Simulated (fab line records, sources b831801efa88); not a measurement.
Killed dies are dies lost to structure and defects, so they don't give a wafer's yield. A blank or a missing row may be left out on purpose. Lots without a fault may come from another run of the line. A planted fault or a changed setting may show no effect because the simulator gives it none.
Tool commonality check | flow gf180mcu | 12 lots, 36 wafers sampled

WHY IT WAS OPENED
At GF_V1_THK_MEAS_01 the reading V1_CVD_00_THK is flagged on 3 of 12 lots. Wafers without a fault read 603 nm, standard deviation 6.5.
Rule: a lot is flagged when every wafer of it that has a number lies more than 4 standard deviations from that mean, or none has a number. The other lots count as sound.

lot  | measured     | on            | V1_CVD_00_THK (nm), wafer by wafer | flag
L175 | day 18 04:19 | film_metro-04 | 600 610 596                        |
L176 | day 18 09:59 | film_metro-02 | 611 604 606                        |
L177 | day 18 19:59 | film_metro-02 | 600 608 610                        |
L179 | day 19 21:10 | film_metro-04 | 1192 1186 1207                     | FLAGGED
L181 | day 20 12:31 | film_metro-04 | 1214 1196 1207                     | FLAGGED
L185 | day 21 15:35 | film_metro-02 | 1197 1205 1196                     | FLAGGED
L186 | day 22 03:46 | film_metro-01 | 590 588 591                        |
L188 | day 22 15:16 | film_metro-02 | 594 594 600                        |
L189 | day 23 02:43 | film_metro-01 | 600 603 608                        |
L191 | day 23 19:28 | film_metro-04 | 611 606 591                        |
L195 | day 24 19:59 | film_metro-02 | 598 607 606                        |
L196 | day 25 03:07 | film_metro-01 | 608 607 612                        |
The numbers of the flagged lots are 1200 nm on average: +597 nm against the usual, or +92 standard deviations.

WHICH TOOL RAN EACH LOT
The record holds 3 process steps before the reading, out of a route of 602 steps. In each cell: the tool, then ch and the chambers that the sampled wafers went through, then the start.
lot  | flag    | GF_CONTACT_ETCH_17                            | GF_CONTACT_SPUTTER_22        | GF_V1_CVD_00
L175 |         | rie_diel-02 ch 0,1,3, day 17 03:29 or earlier | pvd_sputter-01, day 17 03:29 | hdpcvd-01 ch 0,1, day 18 04:12
L176 |         | rie_diel-03 ch 0,1, day 17 09:29 or earlier   | pvd_sputter-01, day 17 09:29 | hdpcvd-01 ch 1, day 18 09:52
L177 |         | rie_diel-03 ch 0,1,2, day 17 18:34 or earlier | pvd_sputter-04, day 17 18:34 | hdpcvd-02 ch 0,1,2, day 18 19:55
L179 | FLAGGED | rie_diel-03 ch 1,3, day 18 18:34 or earlier   | pvd_sputter-02, day 18 18:34 | hdpcvd-02 ch 0,2, day 19 20:50
L181 | FLAGGED | rie_diel-01 ch 0,1,2, day 19 10:38 or earlier | pvd_sputter-02, day 19 10:38 | hdpcvd-02 ch 0,1,2, day 20 12:11
L185 | FLAGGED | rie_diel-03 ch 0,1,2, day 20 13:24 or earlier | pvd_sputter-02, day 20 13:24 | hdpcvd-02 ch 0,2, day 21 15:13
L186 |         | rie_diel-01 ch 1,2,3, day 21 02:17 or earlier | pvd_sputter-02, day 21 02:17 | hdpcvd-02 ch 0,1,2, day 22 03:43
L188 |         | rie_diel-01 ch 0,2,3, day 21 13:56 or earlier | pvd_sputter-01, day 21 13:56 | hdpcvd-01 ch 0,1, day 22 15:10
L189 |         | rie_diel-01 ch 0,1,2, day 22 01:38 or earlier | pvd_sputter-01, day 22 01:38 | hdpcvd-02 ch 0,1, day 23 02:38
L191 |         | rie_diel-02 ch 1,2,3, day 22 18:40 or earlier | pvd_sputter-01, day 22 18:40 | hdpcvd-02 ch 0,1,2, day 23 19:24
L195 |         | rie_diel-03 ch 1,3, day 23 20:01 or earlier   | pvd_sputter-02, day 23 20:01 | hdpcvd-01 ch 0,1,2, day 24 19:55
L196 |         | rie_diel-01 ch 0,1,2, day 24 02:50 or earlier | pvd_sputter-04, day 24 02:50 | hdpcvd-01 ch 0,2, day 25 03:01
What these steps do:
- GF_CONTACT_ETCH_17: etches SiO2 in C4F8/O2/Ar, stops on CoSi2, target depth 860 nm.
- GF_CONTACT_SPUTTER_22: material Ti, target thk 15 nm, time 80.02 s.
- GF_V1_CVD_00: deposits SiO2, target thk 600 nm, time 100 s.
- GF_V1_THK_MEAS_01

FLAGGED OVER TOTAL, TOOL BY TOOL (the gauges that took the reading come last)
step                  | tool           | lots run | flagged | share of the flagged lots | sound lots run after its first flagged lot
GF_CONTACT_ETCH_17    | rie_diel-01    | 5        | 1       | some                      | 4 (L186,L188,L189,L196)
GF_CONTACT_ETCH_17    | rie_diel-02    | 2        | 0       | none                      | -
GF_CONTACT_ETCH_17    | rie_diel-03    | 5        | 2       | some                      | 1 (L195)
GF_CONTACT_SPUTTER_22 | pvd_sputter-01 | 5        | 0       | none                      | -
GF_CONTACT_SPUTTER_22 | pvd_sputter-02 | 5        | 3       | all                       | 2 (L186,L195)
GF_CONTACT_SPUTTER_22 | pvd_sputter-04 | 2        | 0       | none                      | -
GF_V1_CVD_00          | hdpcvd-01      | 5        | 0       | none                      | -
GF_V1_CVD_00          | hdpcvd-02      | 7        | 3       | all                       | 3 (L186,L189,L191)
GF_V1_THK_MEAS_01     | film_metro-01  | 3        | 0       | none                      | -
GF_V1_THK_MEAS_01     | film_metro-02  | 5        | 1       | some                      | 2 (L188,L195)
GF_V1_THK_MEAS_01     | film_metro-04  | 4        | 2       | some                      | 1 (L191)
GF_CONTACT_ETCH_17 gives no start for some lots, so the hours and the order of its lots are those of GF_CONTACT_SPUTTER_22.

WHAT THE TABLE ALLOWS
2 rows of the table ran every flagged lot: pvd_sputter-02 at GF_CONTACT_SPUTTER_22, hdpcvd-02 at GF_V1_CVD_00.
- pvd_sputter-02 at GF_CONTACT_SPUTTER_22: 3 of its 5 lots flagged. Sound lots ran on it after the first flagged one (L186, L195), which a lasting fault on the whole tool wouldn't allow.
- hdpcvd-02 at GF_V1_CVD_00: 3 of its 7 lots flagged. Sound lots ran on it after the first flagged one (L186, L189, L191), which a lasting fault on the whole tool wouldn't allow.
No row of the table ran every flagged lot and no sound lot after the first.

WHAT THE SIMULATOR HAD PUT IN
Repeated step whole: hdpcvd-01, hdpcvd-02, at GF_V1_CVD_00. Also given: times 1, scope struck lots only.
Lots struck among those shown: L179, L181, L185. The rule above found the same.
